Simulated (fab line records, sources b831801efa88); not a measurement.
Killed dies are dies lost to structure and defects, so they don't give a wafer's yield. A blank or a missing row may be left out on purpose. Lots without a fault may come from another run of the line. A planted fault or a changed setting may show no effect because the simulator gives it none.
Problem report in the 8D (eight disciplines) form, filled by code | flow sky130 | the parts of the form that need people (team, actions taken, sign-off) are left out

1. THE PROBLEM
cathode_dc_power_W at SKY_METAL1_SPUTTER_01 reads a mean of 8682.9 W on 2 wafers of 2 lots; wafers without a fault read 6500.1 W with a standard deviation of 1.2. That is +99 or more standard deviations from the usual mean.
The step: material TiN, target thk 20 nm, time 16.4 s.
First seen on wafer L394.5, day 36 01:38, on pvd_sputter-01. The record holds 36 wafers of 12 lots with a number at this step. Rule for "out", or "out of limits": more than 4 standard deviations from the usual mean. The other wafers with a number count as sound.

2. WHAT IT IS AND WHAT IT IS NOT
question                    | is                 | is not
which readings at this step | cathode_dc_power_W | throttle_valve_pct
which lots                  | L394, L395         | L380, L381, L382, L383, L384, L385, L396, L400, L401, L403
which wafers of those lots  | L394.5, L395.4     | L394.3, L394.6, L395.1, L395.2
read on which tools         | pvd_sputter-01     | pvd_sputter-02, pvd_sputter-04
when                        | from day 36 01:38  | up to then (20 sound wafers); but 14 sound wafers of L395, L396, L400, L401, L403 came after

3. SUSPECTS, AND WHAT RULES EACH OUT
Counting: a tool at a process step up to the reading stays a suspect if it ran every lot that is out. Sound lots after the first of them don't rule it out here, since some wafers of a struck lot are sound.
- rie_diel-01 at SKY_CONTACT_ETCH_16 (etches BARC in N2/H2, stops on SiO2, time 45.9 s, target depth 60 nm): kept. It ran every lot that is out, first L394 (day 36 00:14); its last sound lot up to then is L383 (day 32 20:58).
- pvd_sputter-01 at SKY_METAL1_SPUTTER_01 (material TiN, target thk 20 nm, time 16.4 s): kept. It ran every lot that is out, first L394 (day 36 01:38). Its own readings are out on those wafers: cathode_dc_power_W.
Left after counting: rie_diel-01 at SKY_CONTACT_ETCH_16, pvd_sputter-01 at SKY_METAL1_SPUTTER_01.

4. THE CAUSE (what the simulator had put in)
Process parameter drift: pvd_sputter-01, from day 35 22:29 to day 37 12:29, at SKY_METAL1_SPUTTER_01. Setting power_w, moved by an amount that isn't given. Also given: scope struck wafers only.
Counting left 2 suspects, and this tool is among them.

5. THE CHAIN OF EFFECTS, in route order
Each row: a reading whose mean over the struck wafers that have a number lies more than 3 standard deviations from the usual. Only readings for which the record gives a usual standard deviation are gone through. hours: the time from each lot's start at the first step in this table that gives one to its start at this step, as a median over the lots. sigmas: the change in usual standard deviations.
hours | step                  | reading            | usual    | on struck wafers | change  | sigmas
0     | SKY_METAL1_SPUTTER_01 | cathode_dc_power_W | 6500.1 W | 8682.9           | +2182.8 | +99 or more
The process steps in it:
- SKY_METAL1_SPUTTER_01: material TiN, target thk 20 nm, time 16.4 s.

6. WHAT WOULD HAVE CAUGHT IT SOONER
In this record the first reading out of limits was taken at day 36 01:38, 3 hours after the fault began at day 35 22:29.
